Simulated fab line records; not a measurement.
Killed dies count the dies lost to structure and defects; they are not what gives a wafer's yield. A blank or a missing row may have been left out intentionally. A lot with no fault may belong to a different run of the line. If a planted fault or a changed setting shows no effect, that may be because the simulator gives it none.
Matching of chambers    flow gf180mcu    GF_HV_LDD_CLEAN_51 on wet_bench-04: 4 sister chambers
The step cleans in SC1/SC2, time 150 s. 4 wafers are shown with their chamber, then 7 later ones without.

WAFERS PAIRED WITH THEIR CHAMBERS
wafer   chamber  temp_c (C)
L076.6  1        69.93
L085.6  3        70.07
L088.6  0        69.85
L092.3  2        70.05

WAFERS MISSING THEIR CHAMBER
wafer   temp_c (C)
L092.5  70.09
L094.3  69.87
L094.4  69.92
L094.6  70.02
L096.1  70.12
L096.5  70.00
L096.6  69.90

EACH ONE'S CHAMBER
wafer   from the rows above           in truth
L092.5  can't be placed: 3 or 2       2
L094.3  can't be placed: 0 or 1       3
L094.4  can't be placed: 1 or 0       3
L094.6  can't be placed: 2 or 3 or 1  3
L096.1  can't be placed: 3 or 2       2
L096.5  can't be placed: 2 or 1 or 3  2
L096.6  can't be placed: 1 or 0       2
Correct placement for 0 of the 7. Unplaceable from these rows: 7, with the true chamber sitting among the candidates in 4. Wrongly placed: 0.
How it was worked out, from the rows above alone: a wafer's distance from a chamber is the root of the sum, over the readings, of the square of ((its reading less the chamber's mean) divided by the reading's scatter). If the next closest chamber is less than 2 further off than the closest, the wafer can't be placed; otherwise it belongs to the closest. The mean given for a chamber averages the wafers shown for that chamber. The scatter (one wafer shown for each chamber): square how far every hidden wafer sits from the nearest shown wafer, average those squares and take the square root.
